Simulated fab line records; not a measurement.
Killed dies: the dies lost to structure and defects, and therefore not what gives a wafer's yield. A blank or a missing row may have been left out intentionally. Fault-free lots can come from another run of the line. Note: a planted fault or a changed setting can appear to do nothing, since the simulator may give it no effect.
A lot that was struck, set against a sound lot    flow sky130    15 out of 708 route steps
Sound: wafers L199.3, L199.4, L199.5. Struck: wafer L203.4. (L203.2, L203.6 of the same lot were not struck and are left out.) The cause comes at the end.
Each step with rows lists, per side, the tool, then ch with its chambers, then its first start. Under that, the readings that differ: sound wafers    struck wafers    difference of the means    sigmas: that difference in standard deviations of wafers without a fault.
alike: readings whose means differ by less than 2 such deviations, and words and numbers that are the same on both sides. not compared: withheld readings, readings that some wafer has no value for, bounds like >300 that may hide the same value, and numbers for which the record gives no deviation and whose values overlap.
The two part at a step that has a row with sigmas, a row that says differs or no value, or rows on one side only. Numbers that don't overlap but have no deviation are shown without sigmas and don't part them. A reading missing from all wafers of one side parts the sides only when that side holds two or more wafers.

first, 7 steps without rows for these wafers: SKY_METAL2_HMDS_08 (prime time 60 s); SKY_METAL2_COAT_09 (resist thk 60 nm); SKY_METAL2_COAT_10 (resist thk 450 nm); SKY_METAL2_SOFTBAKE_11 (time 90 s); SKY_METAL2_EXPOSE_12 (exposes mask MM2, target cd 140 nm); SKY_METAL2_PEB_13; SKY_METAL2_DEVELOP_14 (develop time 57.26 s).
SKY_METAL2_CD_MEAS_15: the cd target is 140 nm.
  sound: cd-sem-01 at day 40 07:08; struck: cd-sem-01 at day 41 04:17
  alike: cd-nm
SKY_METAL2_OVL_MEAS_16:
  sound: overlay-02 at day 40 07:13; struck: overlay-02 at day 41 04:23
reading          sound  struck  difference  sigmas
METAL2_OVL (nm)  5 7 0  -11     -15         -3
SKY_METAL2_DESCUM_17: chemistry O2, time 8 s.
  sound on rie-metal-02 ch 1, day 40 07:16; struck on rie-metal-03 ch 0, day 41 04:25
  alike: drypump-motor-current-A, oes-product-au
  not compared: rf-hours-counter-h
SKY_METAL2_ETCH_18: etches BARC in N2/H2, stops on SiO2, time 45.9 s, target depth 60 nm.
  sound on rie-metal-02 ch 1, day 40 07:21; struck on rie-metal-03 ch 0, day 41 04:27
  alike: drypump-motor-current-A, h2-flow-sccm, oes-product-au, throttle-valve-pct
  not compared: rf-hours-counter-h
SKY_METAL2_METAL_ETCH_19: etches the open film in Cl2/BCl3, stops on SiO2, target depth 360 nm, time 78 s.
  sound on rie-metal-02 ch 1, day 40 07:29; struck on rie-metal-03 ch 0, day 41 04:31
reading                sound              struck  difference  sigmas
oes-product-au (a.u.)  0.857 0.862 0.863  0.844   -0.017      -3
  alike: bcl3-flow-sccm, drypump-motor-current-A, throttle-valve-pct
  not compared: rf-hours-counter-h
SKY_METAL2_STRIP_20: strips in O2/N2.
  sound on plasma-asher-01 ch 0,1, day 40 07:38; struck on plasma-asher-03 ch 1, day 41 04:36
reading           sound        struck  difference  sigmas
overash-fraction  0.5 0.5 0.5  0.7     +0.2        
  alike: drypump-motor-current-A, oes-product-au, strip-time-to-endpoint-s
  not compared: rf-hours-counter-h
then, 1 step without rows for these wafers: SKY_METAL2_STRIP_21 (strips in post etch residue remover, time 1200 s).
-- the record jumps here: 9 days lie between the struck wafers' starts before and after (it left off in module METAL2 and takes up again in module PAD_OPEN, whose first step shown is number 708 of the route) --
SKY_PAD_OPEN_PROBE_99:
  sound: prober-01 at day 49 13:56; struck: prober-02 at day 50 08:05
reading      sound     struck  difference  sigmas
killed-open  40 52 49  60      +13         +2
  alike: defect-limited-yield, killed_at_M0_to_M3, killed_at_M4_up, killed-at-contacts, killed-at-front-end, killed-at-other, killed-dies, killed-short, sort_bin_3_pad_short, sort_bin_5_function, sort_bin_6_memory, sort-n-pass, sort-yield-pct

== WHERE THEY PART ==
First at SKY_METAL2_OVL_MEAS_16; last, within this record, at SKY_PAD_OPEN_PROBE_99.

WHY: what the simulator had put in
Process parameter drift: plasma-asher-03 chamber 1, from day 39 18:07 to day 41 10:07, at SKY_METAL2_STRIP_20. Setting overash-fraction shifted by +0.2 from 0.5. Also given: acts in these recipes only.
